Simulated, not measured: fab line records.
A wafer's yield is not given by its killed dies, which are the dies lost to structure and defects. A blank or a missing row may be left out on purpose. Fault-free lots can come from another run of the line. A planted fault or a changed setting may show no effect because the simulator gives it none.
Which tool did it? | flow sky130 | 13 lots with 39 wafers sampled at 4 steps, on a route of 708 steps

WHAT THE GAUGES READ, wafer by wafer
SKY_LOCAL_INTERCONNECT_RS_MEAS_01: the measuring method here is four-point-probe. Usual: for LOCAL_INTERCONNECT_TIN_RS the level is 14.14 ohm/sq and the standard deviation is 0.15.
lot  | measured     | on            | LOCAL_INTERCONNECT_TIN_RS (ohm/sq) | flag
L729 | day 30 01:56 | film metro-02 | 14.03 14.25 14.16                  |
L730 | day 30 05:50 | film metro-03 | 14.22 14.03 14.05                  |
L733 | day 32 00:06 | film metro-04 | 14.26 14.27 14.43                  |
L737 | day 33 06:31 | film metro-02 | 14.31 14.38 14.20                  |
L738 | day 33 12:19 | film metro-02 | 14.10 14.16 14.04                  |
L740 | day 34 01:31 | film metro-03 | 14.30 14.25 14.13                  |
L742 | day 34 22:17 | film metro-02 | 13.95 13.95 14.10                  |
L741 | day 34 22:38 | film metro-04 | 14.56 14.26 14.49                  |
L743 | day 35 09:55 | film metro-02 | 14.28 14.09 14.24                  |
L744 | day 35 09:59 | film metro-03 | 13.99 14.04 14.14                  |
L745 | day 35 10:50 | film metro-03 | 14.11 14.16 14.17                  |
L747 | day 35 22:26 | film metro-04 | 13.96 13.85 14.01                  |
L746 | day 35 22:49 | film metro-03 | 14.49 14.40 14.16                  |

TOOL THAT RAN EACH LOT (tool first, then ch and the chambers of the sampled wafers, then the start)
lot  | SKY_LDD_N_EXPOSE_04                 | SKY_LI_CONTACT_SPUTTER_19    | SKY_LOCAL_INTERCONNECT_SPUTTER_00
L729 | iline stepper-02 ch 0, day 18 01:36 | pvd sputter-04, day 30 01:01 | pvd sputter-01, day 30 01:53
L730 | iline stepper-02 ch 0, day 18 08:12 | pvd sputter-03, day 30 05:02 | pvd sputter-02, day 30 05:46
L733 | iline stepper-02 ch 0, day 20 07:21 | pvd sputter-03, day 31 23:15 | pvd sputter-02, day 31 23:59
L737 | iline stepper-02 ch 0, day 21 17:46 | pvd sputter-04, day 33 05:41 | pvd sputter-01, day 33 06:26
L738 | iline stepper-02 ch 0, day 21 22:10 | pvd sputter-03, day 33 11:31 | pvd sputter-02, day 33 12:15
L740 | iline stepper-02 ch 0, day 22 14:24 | pvd sputter-04, day 34 00:40 | pvd sputter-01, day 34 01:24
L742 | iline stepper-01 ch 0, day 23 11:35 | pvd sputter-03, day 34 21:29 | pvd sputter-04, day 34 22:14
L741 | iline stepper-01 ch 0, day 23 15:03 | pvd sputter-02, day 34 21:50 | pvd sputter-01, day 34 22:35
L743 | iline stepper-01 ch 0, day 23 21:13 | pvd sputter-03, day 35 06:50 | pvd sputter-01, day 35 09:50
L744 | iline stepper-02 ch 0, day 23 22:52 | pvd sputter-02, day 35 07:32 | pvd sputter-04, day 35 09:52
L745 | iline stepper-01 ch 0, day 24 00:38 | pvd sputter-02, day 35 09:53 | pvd sputter-04, day 35 10:46
L747 | iline stepper-02 ch 0, day 24 16:40 | pvd sputter-03, day 35 21:38 | pvd sputter-04, day 35 22:22
L746 | iline stepper-02 ch 0, day 24 17:37 | pvd sputter-03, day 35 21:59 | pvd sputter-01, day 35 22:43
- SKY_LDD_N_EXPOSE_04: exposes mask NTM, target cd 840 nm.
- SKY_LI_CONTACT_SPUTTER_19: material Ti, target thk 20 nm, time 106.37 s.
- SKY_LOCAL_INTERCONNECT_SPUTTER_00: material TiN, target thk 100 nm, time 83.3 s.

AS READ BY THE TOOLS THEMSELVES (means over the sampled wafers that have a number; for cases with no such wafer, the mark the record gives instead)
SKY_LDD_N_EXPOSE_04. Usual: 110.03 for exposure dose mJ cm2, sd 0.11.
lot  | tool             | exposure dose mJ cm2 | flag
L729 | iline stepper-02 | 109.99               |
L730 | iline stepper-02 | 110.05               |
L733 | iline stepper-02 | 110.01               |
L737 | iline stepper-02 | 110.03               |
L738 | iline stepper-02 | 110.09               |
L740 | iline stepper-02 | 110.12               |
L742 | iline stepper-01 | 110.01               |
L741 | iline stepper-01 | 109.96               |
L743 | iline stepper-01 | 110.02               |
L744 | iline stepper-02 | 110.04               |
L745 | iline stepper-01 | 110.06               |
L747 | iline stepper-02 | 109.98               |
L746 | iline stepper-02 | 110.19               |

SKY_LI_CONTACT_SPUTTER_19. Usual: substrate temp c 200.00 C, standard deviation 0.18; throttle valve pct 30.1 %, standard deviation 0.94.
lot  | tool           | substrate temp c (C) | throttle valve pct (%) | flag
L729 | pvd sputter-04 | 200.19               | 30.3                   |
L730 | pvd sputter-03 | 200.14               | 30.3                   |
L733 | pvd sputter-03 | 199.96               | 29.3                   |
L737 | pvd sputter-04 | 199.96               | 30.1                   |
L738 | pvd sputter-03 | 199.98               | 29.3                   |
L740 | pvd sputter-04 | 200.09               | 30.4                   |
L742 | pvd sputter-03 | 199.86               | 29.8                   |
L741 | pvd sputter-02 | 200.11               | 30.6                   |
L743 | pvd sputter-03 | 200.10               | 29.9                   |
L744 | pvd sputter-02 | 200.00               | 30.9                   |
L745 | pvd sputter-02 | 200.08               | 29.6                   |
L747 | pvd sputter-03 | 200.07               | 29.7                   |
L746 | pvd sputter-03 | 199.82               | 29.5                   |

SKY_LOCAL_INTERCONNECT_SPUTTER_00. Usual: substrate temp c 300.01 C, standard deviation 0.18; throttle valve pct 29.7 %, standard deviation 1.1.
lot  | tool           | substrate temp c (C) | throttle valve pct (%) | flag
L729 | pvd sputter-01 | 299.92               | 28.4                   |
L730 | pvd sputter-02 | 300.14               | 29.7                   |
L733 | pvd sputter-02 | 300.07               | 31.1                   |
L737 | pvd sputter-01 | 300.22               | 28.7                   |
L738 | pvd sputter-02 | 300.10               | 30.6                   |
L740 | pvd sputter-01 | 300.02               | 29.2                   |
L742 | pvd sputter-04 | 300.00               | 30.1                   |
L741 | pvd sputter-01 | 300.00               | 28.8                   |
L743 | pvd sputter-01 | 300.05               | 29.1                   |
L744 | pvd sputter-04 | 300.03               | 30.5                   |
L745 | pvd sputter-04 | 300.06               | 30.2                   |
L747 | pvd sputter-04 | 299.93               | 30.4                   |
L746 | pvd sputter-01 | 299.91               | 28.9                   |

THE ANSWER, worked out from the rows above alone
Rule: lot off if the mean of its wafers having a number is beyond 3 standard deviations from the usual mean. Also off: a lot with no number at a reading for which 4 or more lots have one. The other lots that the step has rows for count as sound. The gauges are gone through in route order, then the tools' own readings, and for those a lot's mean is taken as printed above. The first step at which some lot is off is used, and at that step the reading that is off furthest; a lot without a number counts as furthest.
No lot is off on any of the readings shown, so nothing can be concluded from this.

WHAT HAD BEEN PUT IN BY THE SIMULATOR
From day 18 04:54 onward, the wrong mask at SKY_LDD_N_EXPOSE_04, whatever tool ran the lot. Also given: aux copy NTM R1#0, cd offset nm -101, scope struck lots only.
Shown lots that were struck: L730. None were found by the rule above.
